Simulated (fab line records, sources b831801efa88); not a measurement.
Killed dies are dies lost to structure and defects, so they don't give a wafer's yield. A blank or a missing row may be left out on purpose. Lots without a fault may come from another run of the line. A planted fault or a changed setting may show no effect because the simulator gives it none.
fab line records | flow sky130 | part 1 of 2: steps 1 to 30 of 40
record lots=5 wafers=15 last_day=49
route steps=708 shown METAL5@668 PASSIVATION@681 PAD_OPEN@694
lots that met no fault: from a run of the same line without faults
start_h: hours from the record's first day to the start of the lot's first wafer shown | wait_h: hours since the lot's step before | " the same as in the row above | L1.1+2: a row that stands for several wafers | - no value, or no start given | * or withheld: withheld | < > ~ a bound
route shown NAME@n: a module of which the file shows steps, and the number in the route of the first | usual: mean/standard deviation of fault-free wafers | same: alike in all rows | chamber/n: place in a boat | sites: the reading at each site | _std_site: their standard deviation | _edge_site: outer sites' mean less inner sites' | radius_mm: how far each site lies from the wafer's centre | mask NAME#n: copy n | behind: the tool/chamber that last shaped the wafer | hold: why the lot was held/for how many hours/how that ended | device: the transistor (n, p or np) that didn't switch | end of line: the same wafers' tests at the end of the route | a step without rows: its recipe alone | killed: dies lost to structure and defects at the first sort, not the wafer's yield | map: a wafer's dies, x killed, . not, _ none there
set.NAME: the setting as run; set.NAME@STEP: as run at that earlier step | model.NAME: the simulator's own value behind a step, which no gauge read
lots at some steps of the route; a table a step, a row a wafer
services: from which hour (start_h, from the record's first day; less than 0 if before it) a tool's chamber was out of use, for how many hours, and why
## steps
# step SKY_METAL5_DEHYDRATE_07
# recipe temp_c=200 time_s=60
# columns lot.wafer tool chamber start_h wait_h
L074.2+5+6 litho_track-03 0 1020.86 10.3
L075.1+2+5 litho_track-01 0 1032.28 10.8
L082.4+5+6 litho_track-01 0 1080.46 10.5
L086.1+3+5 litho_track-01 0 1093.43 9.1
L091.1+2+5 litho_track-03 0 1127.13 9.6
# step SKY_METAL5_HMDS_08
# recipe prime_time_s=60 prime_temp_c=120
# columns lot.wafer tool chamber start_h wait_h
L074.2+5+6 litho_track-03 0 1021.01 0.1
L075.1+2+5 litho_track-01 0 1032.43 0.1
L082.4+5+6 litho_track-01 0 1080.61 0.1
L086.1+3+5 litho_track-01 0 1093.58 0.1
L091.1+2+5 litho_track-03 0 1127.28 0.1
# step SKY_METAL5_COAT_09
# recipe resist=NOVOLAK spin_rpm=3000 resist_thk_nm=1800
# usual spin_speed_rpm=3000.1/2.1
# columns lot.wafer tool chamber start_h wait_h spin_speed_rpm
L074.2 litho_track-03 0 1021.16 0.1 3001.7
L074.5 " 0 " " 3002.5
L074.6 " 0 " " 3000.2
L075.1 litho_track-01 0 1032.58 0.1 2998.2
L075.2 " 0 " " 3000.5
L075.5 " 0 " " 3000.3
L082.4 litho_track-01 0 1080.76 0.1 3002.8
L082.5 " 0 " " 3003.4
L082.6 " 0 " " 2998.5
L086.1 litho_track-01 0 1093.73 0.1 3000.1
L086.3 " 0 " " 3001.1
L086.5 " 0 " " 3000.8
L091.1 litho_track-03 0 1127.43 0.1 3001.6
L091.2 " 0 " " 3000.2
L091.5 " 0 " " 3001.6
# step SKY_METAL5_SOFTBAKE_10
# recipe temp_c=90 time_s=60 resist=NOVOLAK
# columns lot.wafer tool chamber start_h wait_h
L074.2+5+6 litho_track-03 0 1021.31 0.1
L075.1+2+5 litho_track-01 0 1032.73 0.1
L082.4+5+6 litho_track-01 0 1080.91 0.1
L086.1+3+5 litho_track-01 0 1093.88 0.1
L091.1+2+5 litho_track-03 0 1127.58 0.1
# step SKY_METAL5_EXPOSE_11
# recipe mask_id=MM5 na=0.6 source_shape=conventional sigma_outer=0.6 polarization=unpolarized target_cd_nm=1600 dose_mj=190
# usual reticle_temp_C=23.03/0.1
# columns lot.wafer tool chamber start_h wait_h mask reticle_temp_C
L074.2 iline_stepper-01 0 - - MM5#0 23.02
L074.5 " 0 " " MM5#0 23.08
L074.6 " 0 " " MM5#0 23.10
L075.1 iline_stepper-01 0 - - MM5#0 22.94
L075.2 " 0 " " MM5#0 23.08
L075.5 " 0 " " MM5#0 23.14
L082.4 iline_stepper-01 0 - - MM5#0 22.87
L082.5 " 0 " " MM5#0 22.94
L082.6 " 0 " " MM5#0 23.00
L086.1 iline_stepper-01 0 - - MM5#0 22.97
L086.3 " 0 " " MM5#0 22.91
L086.5 " 0 " " MM5#0 22.86
L091.1 iline_stepper-01 0 - - MM5#0 23.08
L091.2 " 0 " " MM5#0 23.12
L091.5 " 0 " " MM5#0 23.16
# step SKY_METAL5_PEB_12
# recipe temp_c=withheld time_s=* resist=NOVOLAK
# columns lot.wafer tool chamber start_h wait_h
L074.2+5+6 litho_track-01 0 - -
L075.1+2+5 litho_track-03 0 - -
L082.4+5+6 litho_track-04 0 - -
L086.1+3+5 litho_track-03 0 - -
L091.1+2+5 litho_track-03 0 - -
# step SKY_METAL5_DEVELOP_13
# recipe resist=NOVOLAK developer=TMAH develop_time_s=60 dev_temp_c=23
# columns lot.wafer tool chamber start_h wait_h
L074.2+5+6 litho_track-01 0 1033.06 0.1
L075.1+2+5 litho_track-03 0 1043.03 0.1
L082.4+5+6 litho_track-04 0 1090.83 0.1
L086.1+3+5 litho_track-03 0 1103.88 0.1
L091.1+2+5 litho_track-03 0 1136.78 0.1
# step SKY_METAL5_DESCUM_14
# recipe chemistry=O2 source_power_w=150 bias_power_w=0 pressure_mtorr=10 temp_c=40 time_s=11
# usual drypump_motor_current_A=5.8/0.4 he_backside_leak_sccm=3.28/0.17 oes_product_au=0.998/0.01
# columns lot.wafer tool chamber start_h wait_h drypump_motor_current_A he_backside_leak_sccm oes_product_au rf_hours_counter_h
L074.2 rie_metal-03 0 1033.18 0.1 5.8 3.26 1.004 7
L074.5 " 0 " " 5.7 3.07 0.991 -
L074.6 " 1 " " 6.3 3.05 1.000 -
L075.1 rie_metal-03 1 1043.18 0.1 6.3 3.16 1.016 11
L075.2 " 0 " " 5.7 3.12 0.999 8
L075.5 " 0 " " 5.8 3.06 1.009 -
L082.4 rie_metal-03 1 1090.92 0.1 6.3 3.09 0.999 -
L082.5 " 0 " " 5.8 3.09 0.997 -
L082.6 " 1 " " 6.3 2.98 0.998 -
L086.1 rie_metal-01 1 1104.03 0.1 6.0 3.48 1.002 8
L086.3 " 1 " " 6.0 3.45 1.007 -
L086.5 " 1 " " 6.0 3.56 1.012 -
L091.1 rie_metal-01 0 1136.93 0.1 4.9 3.37 0.978 2
L091.2 " 1 " " 6.0 3.31 1.009 12
L091.5 " 1 " " 6.0 3.13 0.998 -
# step SKY_METAL5_METAL_ETCH_15
# recipe target_depth_a=12600 stop_on=SiO2 over_etch_frac=0.2 time_s=264.4 chemistry=Cl2/BCl3 resist_sidewall_deg=86 pressure_mtorr=10 icp_w=900 bias_w=48.5 Cl2_flow_sccm=60 bcl3_flow_sccm=30
# usual drypump_motor_current_A=5.8/0.41 he_backside_leak_sccm=3.24/0.15 mfc_cl2_sccm=60.01/0.18 oes_product_au=0.891/0.0074 throttle_valve_pct=22.264/0.0096
# columns lot.wafer tool chamber start_h wait_h drypump_motor_current_A he_backside_leak_sccm mfc_cl2_sccm oes_product_au rf_hours_counter_h throttle_valve_pct
L074.2 rie_metal-03 0 1033.22 0.0 5.8 3.05 60.07 0.885 8 22.261
L074.5 " 0 " " 5.8 3.33 60.20 0.899 - 22.271
L074.6 " 1 " " 6.3 3.05 59.90 0.893 - 22.264
L075.1 rie_metal-03 1 1043.22 0.0 6.3 3.13 60.05 0.893 11 22.261
L075.2 " 0 " " 5.8 3.01 59.75 0.894 8 22.267
L075.5 " 0 " " 5.7 3.12 60.06 0.874 - 22.260
L082.4 rie_metal-03 1 1091.02 0.1 6.3 3.12 60.01 0.898 - 22.277
L082.5 " 0 " " 5.8 3.07 59.98 0.898 - 22.265
L082.6 " 1 " " 6.3 3.04 59.98 0.889 - 22.264
L086.1 rie_metal-01 1 1104.10 0.1 6.0 3.45 59.65 0.891 8 22.278
L086.3 " 1 " " 5.9 3.37 60.13 0.898 - 22.266
L086.5 " 1 " " 6.0 3.35 60.03 0.887 - 22.261
L091.1 rie_metal-01 0 1136.97 0.0 4.9 3.33 59.90 0.890 2 22.246
L091.2 " 1 " " 6.0 3.46 59.94 0.894 12 22.267
L091.5 " 1 " " 5.9 3.42 59.85 0.890 - 22.254
# step SKY_METAL5_STRIP_16
# recipe chemistry=O2/N2 power_w=1400 pressure_mtorr=1500 platen_temp_c=withheld o2_flow_sccm=3000 n2_flow_sccm=300 overash_fraction=0.5
# usual drypump_motor_current_A=5.58/0.27 oes_product_au=0.711/0.0043 strip_time_to_endpoint_s=12.70/0.13
# columns lot.wafer tool chamber start_h wait_h drypump_motor_current_A oes_product_au rf_hours_counter_h strip_time_to_endpoint_s
L074.2 plasma_asher-04 1 1033.45 0.2 5.14 0.713 26 12.71
L074.5 " 1 " " 5.15 0.707 - 12.66
L074.6 " 0 " " 5.58 0.703 - 12.68
L075.1 plasma_asher-02 0 1043.45 0.2 6.01 0.706 126 12.56
L075.2 " 1 " " 5.72 0.712 126 12.71
L075.5 " 1 " " 5.71 0.723 - 12.69
L082.4 plasma_asher-03 1 1091.21 0.1 5.60 0.711 - 12.79
L082.5 " 0 " " 5.51 0.715 - 12.65
L082.6 " 1 " " 5.59 0.715 - 12.68
L086.1 plasma_asher-04 0 1104.57 0.4 5.55 0.713 33 12.50
L086.3 " 0 " " 5.56 0.711 - 12.59
L086.5 " 0 " " 5.56 0.708 - 12.43
L091.1 plasma_asher-02 1 1137.20 0.2 5.73 0.710 7 12.82
L091.2 " 0 " " 6.01 0.714 7 12.58
L091.5 " 0 " " 6.04 0.708 - 12.53
# step SKY_METAL5_STRIP_17
# recipe chemistry=post_etch_residue_remover time_s=1200 temp_c=72.5
# columns lot.wafer tool chamber start_h wait_h
L074.2+5+6 wet_bench-01 3 1033.55 0.1
L075.1+2+5 wet_bench-04 3 1043.55 0.1
L082.4+5+6 wet_bench-02 3 1091.28 0.0
L086.1+3+5 wet_bench-01 3 1104.67 0.1
L091.1+2+5 wet_bench-02 1 1137.30 0.1
# step SKY_METAL5_CLEAN_18
# recipe chemistry=IPA time_s=180 temp_c=25
# columns lot.wafer tool chamber start_h wait_h
L074.2+5+6 wet_bench-04 1 1033.89 0.0
L075.1+2+5 wet_bench-04 1 1043.89 0.0
L082.4+5+6 wet_bench-04 1 1091.62 0.0
L086.1+3+5 wet_bench-02 0 1105.01 0.0
L091.1+2+5 wet_bench-01 3 1137.69 0.0
# step SKY_METAL5_CLEAN_19
# recipe chemistry=O3/DIW dry=n2_spin
# columns lot.wafer tool chamber start_h wait_h
L074.2+5+6 wet_bench-01 3 1033.96 0.0
L075.1+2+5 wet_bench-02 2 1043.95 0.0
L082.4+5+6 wet_bench-01 3 1091.68 0.0
L086.1+3+5 wet_bench-04 2 1105.08 0.0
L091.1+2+5 wet_bench-01 3 1137.81 0.1
# step SKY_PASSIVATION_CVD_00
# recipe material=SiO2 target_thk_nm=90 temp_c=400 time_s=withheld rf_w=600
# usual heater_power_w=657/90
# columns lot.wafer tool chamber start_h wait_h heater_power_w
L074.2 pecvd-04 2 1034.05 0.0 659
L074.5 " 1 " " 517
L074.6 " 0 " " 693
L075.1 pecvd-01 0 1044.04 0.0 654
L075.2 " 2 " " 850
L075.5 " 2 " " 871
L082.4 pecvd-01 2 1091.79 0.0 753
L082.5 " 0 " " 671
L082.6 " 1 " " 695
L086.1 pecvd-02 0 1105.18 0.0 592
L086.3 " 1 " " 566
L086.5 " 2 " " 839
L091.1 pecvd-01 1 1137.90 0.0 587
L091.2 " 0 " " 638
L091.5 " 2 " " 776
# step SKY_PASSIVATION_THK_MEAS_01
# recipe reads=SiO2_of_PASSIVATION_CVD_00
# usual PASSIVATION_CVD_00_THK=90.2/1.5
# columns lot.wafer tool chamber start_h wait_h PASSIVATION_CVD_00_THK[nm]
L074.2 film_metro-02 - 1034.08 - 88.7
L074.5 " - " " 90.0
L074.6 " - " " 88.7
L075.1 film_metro-02 - 1044.06 - 88.0
L075.2 " - " " 89.8
L075.5 " - " " 91.5
L082.4 film_metro-02 - 1091.83 - 92.3
L082.5 " - " " 90.3
L082.6 " - " " 91.2
L086.1 film_metro-03 - 1105.20 - 90.6
L086.3 " - " " 89.2
L086.5 " - " " 92.8
L091.1 film_metro-03 - 1137.92 - 87.6
L091.2 " - " " 88.9
L091.5 " - " " 92.4
# step SKY_PASSIVATION_CVD_02
# recipe material=Si3N4 target_thk_nm=540 temp_c=400 time_s=withheld rf_w=450
# usual heater_power_w=681/100
# columns lot.wafer tool chamber start_h wait_h heater_power_w
L074.2 pecvd-02 1 1034.13 0.0 656
L074.5 " 0 " " 570
L074.6 " 1 " " 696
L075.1 pecvd-02 2 1044.12 0.1 860
L075.2 " 0 " " 575
L075.5 " 2 " " 880
L082.4 pecvd-04 2 1091.97 0.1 681
L082.5 " 1 " " 548
L082.6 " 0 " " 651
L086.1 pecvd-04 2 1105.26 0.1 739
L086.3 " 1 " " 607
L086.5 " 1 " " 589
L091.1 pecvd-02 0 1137.98 0.1 545
L091.2 " 2 " " 828
L091.5 " 2 " " 838
# step SKY_PASSIVATION_THK_MEAS_03
# recipe reads=Si3N4_of_PASSIVATION_CVD_02
# usual PASSIVATION_CVD_02_THK=540/7.1
# columns lot.wafer tool chamber start_h wait_h PASSIVATION_CVD_02_THK[nm]
L074.2 film_metro-04 - 1034.48 - 530
L074.5 " - " " 534
L074.6 " - " " 539
L075.1 film_metro-03 - 1044.35 - 540
L075.2 " - " " 533
L075.5 " - " " 552
L082.4 film_metro-04 - 1092.11 - 555
L082.5 " - " " 552
L082.6 " - " " 547
L086.1 film_metro-04 - 1105.48 - 536
L086.3 " - " " 539
L086.5 " - " " 552
L091.1 film_metro-03 - 1138.20 - 537
L091.2 " - " " 545
L091.5 " - " " 552
# step SKY_PASSIVATION_DEHYDRATE_04
# recipe temp_c=200 time_s=60
# columns lot.wafer tool chamber start_h wait_h
L074.2+5+6 litho_track-01 0 1044.96 10.5
L075.1+2+5 litho_track-01 0 1055.08 10.7
L082.4+5+6 litho_track-03 0 1101.41 9.3
L086.1+3+5 litho_track-02 0 1114.44 8.9
L091.1+2+5 litho_track-03 0 1147.28 9.1
# step SKY_PASSIVATION_HMDS_05
# recipe prime_time_s=60 prime_temp_c=120
# columns lot.wafer tool chamber start_h wait_h
L074.2+5+6 litho_track-01 0 1045.11 0.1
L075.1+2+5 litho_track-01 0 1055.23 0.1
L082.4+5+6 litho_track-03 0 1101.56 0.1
L086.1+3+5 litho_track-02 0 1114.59 0.1
L091.1+2+5 litho_track-03 0 1147.43 0.1
# step SKY_PASSIVATION_COAT_06
# recipe spin_rpm=2000 resist_thk_nm=3000
# usual spin_speed_rpm=2000.2/1.2
# columns lot.wafer tool chamber start_h wait_h spin_speed_rpm
L074.2 litho_track-01 0 1045.26 0.1 1998.6
L074.5 " 0 " " 1999.3
L074.6 " 0 " " 1999.3
L075.1 litho_track-01 0 1055.38 0.1 1999.5
L075.2 " 0 " " 1999.8
L075.5 " 0 " " 1998.1
L082.4 litho_track-03 0 1101.71 0.1 1998.9
L082.5 " 0 " " 2001.5
L082.6 " 0 " " 2000.3
L086.1 litho_track-02 0 1114.74 0.1 2002.1
L086.3 " 0 " " 2000.2
L086.5 " 0 " " 2001.1
L091.1 litho_track-03 0 1147.58 0.1 1998.7
L091.2 " 0 " " 2001.7
L091.5 " 0 " " 2001.7
# step SKY_PASSIVATION_SOFTBAKE_07
# recipe temp_c=110 time_s=withheld
# columns lot.wafer tool chamber start_h wait_h
L074.2+5+6 litho_track-01 0 1045.42 0.1
L075.1+2+5 litho_track-01 0 1055.53 0.1
L082.4+5+6 litho_track-03 0 1101.88 0.1
L086.1+3+5 litho_track-02 0 1114.89 0.1
L091.1+2+5 litho_track-03 0 1147.73 0.1
# step SKY_PASSIVATION_EXPOSE_08
# recipe mask_id=NSM target_cd_nm=3000 na=0.57 dose_mj=260
# usual reticle_temp_C=22.99/0.1
# columns lot.wafer tool chamber start_h wait_h mask reticle_temp_C
L074.2 iline_stepper-02 0 - - NSM#0 22.96
L074.5 " 0 " " NSM#0 23.05
L074.6 " 0 " " NSM#0 23.09
L075.1 iline_stepper-01 0 - - NSM#0 23.10
L075.2 " 0 " " NSM#0 23.09
L075.5 " 0 " " NSM#0 22.98
L082.4 iline_stepper-02 0 - - NSM#0 23.05
L082.5 " 0 " " NSM#0 22.98
L082.6 " 0 " " NSM#0 23.08
L086.1 iline_stepper-02 0 - - NSM#0 22.88
L086.3 " 0 " " NSM#0 22.84
L086.5 " 0 " " NSM#0 22.78
L091.1 iline_stepper-02 0 - - NSM#0 23.09
L091.2 " 0 " " NSM#0 22.97
L091.5 " 0 " " NSM#0 22.70
# step SKY_PASSIVATION_PEB_09
# recipe temp_c=115 time_s=withheld
# columns lot.wafer tool chamber start_h wait_h
L074.2+5+6 litho_track-02 0 - -
L075.1+2+5 litho_track-02 0 - -
L082.4+5+6 litho_track-01 0 - -
L086.1+3+5 litho_track-01 0 - -
L091.1+2+5 litho_track-01 0 - -
# step SKY_PASSIVATION_DEVELOP_10
# recipe develop_time_s=60 dev_temp_c=23
# columns lot.wafer tool chamber start_h wait_h
L074.2+5+6 litho_track-02 0 - -
L075.1+2+5 litho_track-02 0 - -
L082.4+5+6 litho_track-01 0 - -
L086.1+3+5 litho_track-01 0 - -
L091.1+2+5 litho_track-01 0 - -
# step SKY_PASSIVATION_ETCH_11
# recipe chemistry=CF4/O2 target_depth_nm=725 stop_on=AlCu source_w=800 bias_w=150 pressure_mtorr=150 cf4_flow_sccm=80 O2_flow_sccm=10 time_s=161.1
# usual cf4_flow_sccm=79.97/0.24 drypump_motor_current_A=5.7/0.46 oes_product_au=0.975/0.0077 throttle_valve_pct=5.963/0.0099
# columns lot.wafer tool chamber start_h wait_h cf4_flow_sccm drypump_motor_current_A oes_product_au rf_hours_counter_h throttle_valve_pct
L074.2 rie_diel-02 0 1056.24 - 80.10 5.2 0.973 7 5.962
L074.5 " 2 " " 79.91 6.4 0.969 - 5.967
L074.6 " 0 " " 80.46 5.2 0.975 - 5.958
L075.1 rie_diel-02 2 1065.79 - 79.87 6.4 0.974 22 5.966
L075.2 " 3 " " 80.04 5.9 0.970 9 5.959
L075.5 " 0 " " 79.73 5.2 0.983 - 5.969
L082.4 rie_diel-02 3 1111.73 - 80.07 5.9 0.969 10 5.966
L082.5 " 0 " " 80.07 5.2 0.990 - 5.974
L082.6 " 1 " " 80.11 4.9 0.971 - 5.978
L086.1 rie_diel-02 0 1125.63 - 80.05 5.2 0.970 10 5.966
L086.3 " 2 " " 79.57 6.4 0.969 24 5.966
L086.5 " 2 " " 80.00 6.4 0.982 - 5.958
L091.1 rie_diel-01 3 1156.33 - 80.17 6.1 0.975 22 5.970
L091.2 " 0 " " 79.31 5.5 0.979 13 5.974
L091.5 " 0 " " 79.80 5.5 0.999 - 5.952
# step SKY_PASSIVATION_STRIP_12
# recipe chemistry=O2/N2 power_w=1400 pressure_mtorr=1500 platen_temp_c=withheld overash_fraction=0.7 o2_flow_sccm=3000 n2_flow_sccm=300
# usual drypump_motor_current_A=5.7/0.37 oes_product_au=0.661/0.0045 strip_time_to_endpoint_s=31.55/0.17
# columns lot.wafer tool chamber start_h wait_h drypump_motor_current_A oes_product_au rf_hours_counter_h strip_time_to_endpoint_s
L074.2 plasma_asher-04 1 1056.35 0.1 5.1 0.661 29 31.63
L074.5 " 0 " " 5.6 0.652 - 31.54
L074.6 " 1 " " 5.1 0.659 - 31.48
L075.1 plasma_asher-04 1 1065.90 0.1 5.1 0.666 30 31.69
L075.2 " 0 " " 5.5 0.662 30 31.81
L075.5 " 0 " " 5.5 0.663 - 31.67
L082.4 plasma_asher-03 1 1111.87 0.1 5.6 0.666 - 31.51
L082.5 " 1 " " 5.6 0.656 - 31.52
L082.6 " 0 " " 5.5 0.660 - 31.75
L086.1 plasma_asher-01 0 1125.74 0.1 6.2 0.658 68 31.73
L086.3 " 1 " " 5.9 0.659 - 31.69
L086.5 " 1 " " 5.9 0.664 - 31.72
L091.1 plasma_asher-04 0 1156.44 0.1 5.6 0.659 38 31.57
L091.2 " 1 " " 5.1 0.665 38 31.23
L091.5 " 1 " " 5.1 0.661 - 31.10
# step SKY_PAD_OPEN_DEHYDRATE_00
# recipe temp_c=200 time_s=57.29
# columns lot.wafer tool chamber start_h wait_h
L074.2+5+6 litho_track-01 0 1066.11 9.7
L075.1+2+5 litho_track-01 0 1075.73 9.8
L082.4+5+6 litho_track-01 0 1121.41 9.5
L086.1+3+5 litho_track-04 0 1134.51 8.7
L091.1+2+5 litho_track-02 0 1164.89 8.4
# step SKY_PAD_OPEN_HMDS_01
# recipe prime_time_s=60 prime_temp_c=120
# columns lot.wafer tool chamber start_h wait_h
L074.2+5+6 litho_track-01 0 1066.26 0.1
L075.1+2+5 litho_track-01 0 1075.88 0.1
L082.4+5+6 litho_track-01 0 1121.56 0.1
L086.1+3+5 litho_track-04 0 1134.66 0.1
L091.1+2+5 litho_track-02 0 1165.04 0.1
# step SKY_PAD_OPEN_COAT_02
# recipe spin_rpm=2000 resist_thk_nm=3000
# usual spin_speed_rpm=1999.7/1.4
# columns lot.wafer tool chamber start_h wait_h spin_speed_rpm
L074.2 litho_track-01 0 1066.41 0.1 2000.7
L074.5 " 0 " " 2000.3
L074.6 " 0 " " 1999.7
L075.1 litho_track-01 0 1076.03 0.1 1995.9
L075.2 " 0 " " 1998.8
L075.5 " 0 " " 1997.5
L082.4 litho_track-01 0 1121.71 0.1 2001.1
L082.5 " 0 " " 1999.5
L082.6 " 0 " " 2000.6
L086.1 litho_track-04 0 1134.81 0.1 2000.3
L086.3 " 0 " " 2001.7
L086.5 " 0 " " 2001.3
L091.1 litho_track-02 0 1165.19 0.1 1997.2
L091.2 " 0 " " 1998.4
L091.5 " 0 " " 1999.8
# step SKY_PAD_OPEN_SOFTBAKE_03
# recipe temp_c=110 time_s=withheld
# columns lot.wafer tool chamber start_h wait_h
L074.2+5+6 litho_track-01 0 1066.57 0.1
L075.1+2+5 litho_track-01 0 1076.18 0.1
L082.4+5+6 litho_track-01 0 1121.88 0.1
L086.1+3+5 litho_track-04 0 1134.96 0.1
L091.1+2+5 litho_track-02 0 1165.34 0.1
